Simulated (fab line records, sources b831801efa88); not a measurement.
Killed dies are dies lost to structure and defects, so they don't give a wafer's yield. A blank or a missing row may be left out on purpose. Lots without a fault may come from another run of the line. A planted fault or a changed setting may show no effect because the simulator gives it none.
A struck lot beside a sound one | flow sky130 | 17 steps out of a route of 708
Sound: wafers L786.1, L786.2, L786.6. Struck: wafers L789.3, L789.4, L789.6. The cause comes at the end.
At each step with rows: each side's tool, then ch and its chambers, then its first start. Under that, the readings that differ: sound wafers | struck wafers | difference of the means | sigmas: that difference in standard deviations of wafers without a fault.
alike: readings whose means differ by less than 2 such deviations, and words and numbers that are the same on both sides. not compared: withheld readings, readings that some wafer has no value for, bounds like >300 that may hide the same value, and numbers for which the record gives no deviation and whose values overlap.
The two part at a step that has a row with sigmas, a row that says differs or no value, or rows on one side only. Numbers that don't overlap but have no deviation are shown without sigmas and don't part them. A reading that every wafer of one side lacks parts them only if that side has two wafers or more.

SKY_LDD_P_OVL_MEAS_08:
  sound on overlay-01, day 20 04:13; struck on overlay-01, day 21 22:10
  alike: LDD_P_OVL
then, 1 step without rows for these wafers: SKY_LDD_P_IMPLANT_09.
SKY_LDD_P_STRIP_10: strips in O2/N2.
  sound on plasma_asher-03 ch 0,1, day 20 04:25; struck on plasma_asher-04 ch 0,1, day 21 22:22
  alike: chamber_pressure_mTorr, drypump_motor_current_A, oes_product_au, strip_time_to_endpoint_s
  not compared: rf_hours_counter_h
SKY_LDD_P_TW_MEAS_11:
  sound on film_metro-04, day 20 04:31; struck on film_metro-02, day 21 22:28
  alike: LDD_P_TW
then, 7 steps without rows for these wafers: SKY_LDD_HVN_DEHYDRATE_00 (time 60 s); SKY_LDD_HVN_HMDS_01 (prime time 60 s); SKY_LDD_HVN_COAT_02 (resist thk 300 nm); SKY_LDD_HVN_SOFTBAKE_03 (time 60 s); SKY_LDD_HVN_EXPOSE_04 (exposes mask HVNTM, target cd 700 nm); SKY_LDD_HVN_PEB_05; SKY_LDD_HVN_DEVELOP_06 (develop time 60 s).
SKY_LDD_HVN_OVL_MEAS_07:
  sound on overlay-01, day 21 11:26; struck on overlay-01, day 23 03:21
  reading          | sound         | struck      | difference | sigmas
  LDD_HVN_OVL (nm) | 0.4 -0.3 -1.3 | 3.1 2.9 1.8 | +3.0       | +2
SKY_LDD_HVN_IMPLANT_08:
  sound on implanter-02 ch 0, day 21 11:28; struck on implanter-02 ch 0, day 23 03:26
  reading                   | sound                | struck               | difference | sigmas
  beam_energy_keV           | 59.994 59.955 60.026 | 77.536 77.555 77.550 | +17.555    | +99 or more
  model.implant.rp_nm (nm)  | 54.35 54.35 54.35    | 70.14 70.14 70.14    | +15.79     |
  model.implant.drp_nm (nm) | 28.15 28.15 28.15    | 35.11 35.11 35.11    | +6.96      |
  alike: end_station_pressure_torr, tilt_deg
SKY_LDD_HVN_STRIP_09: strips in O2/N2.
  sound on plasma_asher-01 ch 0,1, day 21 11:37; struck on plasma_asher-01 ch 0,1, day 23 03:34
  alike: chamber_pressure_mTorr, drypump_motor_current_A, oes_product_au, strip_time_to_endpoint_s
  not compared: rf_hours_counter_h
SKY_LDD_HVN_TW_MEAS_10:
  sound on film_metro-01, day 21 11:43; struck on film_metro-03, day 23 03:39
  reading    | sound          | struck         | difference | sigmas
  LDD_HVN_TW | 1428 1426 1432 | 1538 1539 1546 | +112       | +13
then, 1 step without rows for these wafers: SKY_LDD_HVP_DEHYDRATE_00 (time 60 s).
-- the record jumps here: 25 days lie between the struck wafers' starts before and after (it left off in module LDD_HVP and takes up again in module PAD_OPEN, whose first step shown is number 708 of the route) --
SKY_PAD_OPEN_PROBE_99:
  sound on prober-01, day 46 15:19; struck on prober-02, day 47 17:10
  reading                                 | sound                | struck               | difference | sigmas
  model.etest.tip_n_5v.rs_ohm_sq          | 1374 1388 1388       | 1277 1281 1275       | -106       |
  model.etest.nfet_g5v0d10v5.r_on_ohm_um  | 1866 1919 1850       | 1808 1816 1796       | -72        |
  model.etest.nfet_g5v0d10v5.drive_ua_um  | 617.2 611.1 621.3    | 632.4 621.5 636      | +13.4      |
  model.etest.nfet_g5v0d10v5.vt_sat_v (V) | 0.7472 0.7564 0.7494 | 0.7277 0.7307 0.7373 | -0.0191    |
  model.etest.nfet_g5v0d10v5.vt_v (V)     | 0.8064 0.8123 0.8071 | 0.7982 0.8022 0.8044 | -0.0070    |
  alike: killed_at_M0_to_M3, killed_at_M4_up, killed_at_contacts, killed_at_front_end, killed_at_other, killed_dies, killed_open, killed_short

WHERE THEY PART
First at SKY_LDD_HVN_OVL_MEAS_07; last, within this record, at SKY_LDD_HVN_TW_MEAS_10. Later steps at which nothing parts them and some readings are alike: SKY_PAD_OPEN_PROBE_99.

WHY: what the simulator had put in
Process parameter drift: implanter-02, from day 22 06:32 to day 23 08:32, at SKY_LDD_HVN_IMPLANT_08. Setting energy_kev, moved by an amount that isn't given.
